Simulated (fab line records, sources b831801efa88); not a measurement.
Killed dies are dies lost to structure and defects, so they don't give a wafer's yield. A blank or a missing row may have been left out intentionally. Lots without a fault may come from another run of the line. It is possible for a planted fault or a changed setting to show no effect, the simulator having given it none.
Which tool was responsible? :: flow gf180mcu :: 18 wafers from 6 lots sampled at 2 of the route's 602 steps

== WHAT THE GAUGES SHOWED, per wafer ==
GF_PSD_RS_MEAS_14: a four-point-probe measurement.
lot: L522
measured: day 14 10:09
on: film metro-01
NSD_RS (ohm/sq): 46.22 46.12 46.14

lot: L527
measured: day 16 09:58
on: film metro-04
NSD_RS (ohm/sq): 46.29 46.34 46.34

lot: L533
measured: day 18 13:39
on: film metro-04
NSD_RS (ohm/sq): 45.35 45.34 45.33

lot: L539
measured: day 20 23:45
on: film metro-01
NSD_RS (ohm/sq): 46.21 46.15 46.26

lot: L541
measured: day 21 07:05
on: film metro-04
NSD_RS (ohm/sq): 46.20 46.22 46.23

lot: L543
measured: day 22 01:13
on: film metro-04
NSD_RS (ohm/sq): 46.12 46.18 46.07

== WHAT TOOL EACH LOT RAN ON (gives the tool, then ch and the chambers of the sampled wafers, and finally the start) ==
lot: L522
GF_PSD_RTA_13: rtp anneal-01 ch 0, day 14 10:04

lot: L527
GF_PSD_RTA_13: rtp anneal-02 ch 0, day 16 09:53

lot: L533
GF_PSD_RTA_13: rtp anneal-01 ch 0, day 18 13:34

lot: L539
GF_PSD_RTA_13: rtp anneal-02 ch 0, day 20 23:40

lot: L541
GF_PSD_RTA_13: rtp anneal-02 ch 0, day 21 06:59

lot: L543
GF_PSD_RTA_13: rtp anneal-01 ch 0, day 22 01:08
- GF_PSD_RTA_13: time 20 s.

== THE ANSWER, worked out from the rows above alone ==
Rule: the usual values come from the lots themselves. Put in order of their means at a reading, lots are off if they are a third of the lots or fewer, leave a main group of 4 or more, and stand apart from it by a gap of 3 or more times the standard deviation of the main group's means; of several such gaps the widest counts. Not used: any main group whose means are identical at the precision the tables above print for the reading. Also off: a lot with no number at a reading for which 4 or more lots have one. All remaining lots with rows at the step are treated as sound.
Off: at GF_PSD_RS_MEAS_14 (NSD_RS), L533. The main group has a mean of 46.21 ohm/sq with a standard deviation of 0.068.
A tool fits if, at a process step before that reading, it ran every lot that is off, and no sound lot after the first of them. Those tools and the gauges at GF_PSD_RS_MEAS_14 are tried in the same way. No candidate that was tried fits.

== WHAT THE SIMULATOR HAD INSERTED ==
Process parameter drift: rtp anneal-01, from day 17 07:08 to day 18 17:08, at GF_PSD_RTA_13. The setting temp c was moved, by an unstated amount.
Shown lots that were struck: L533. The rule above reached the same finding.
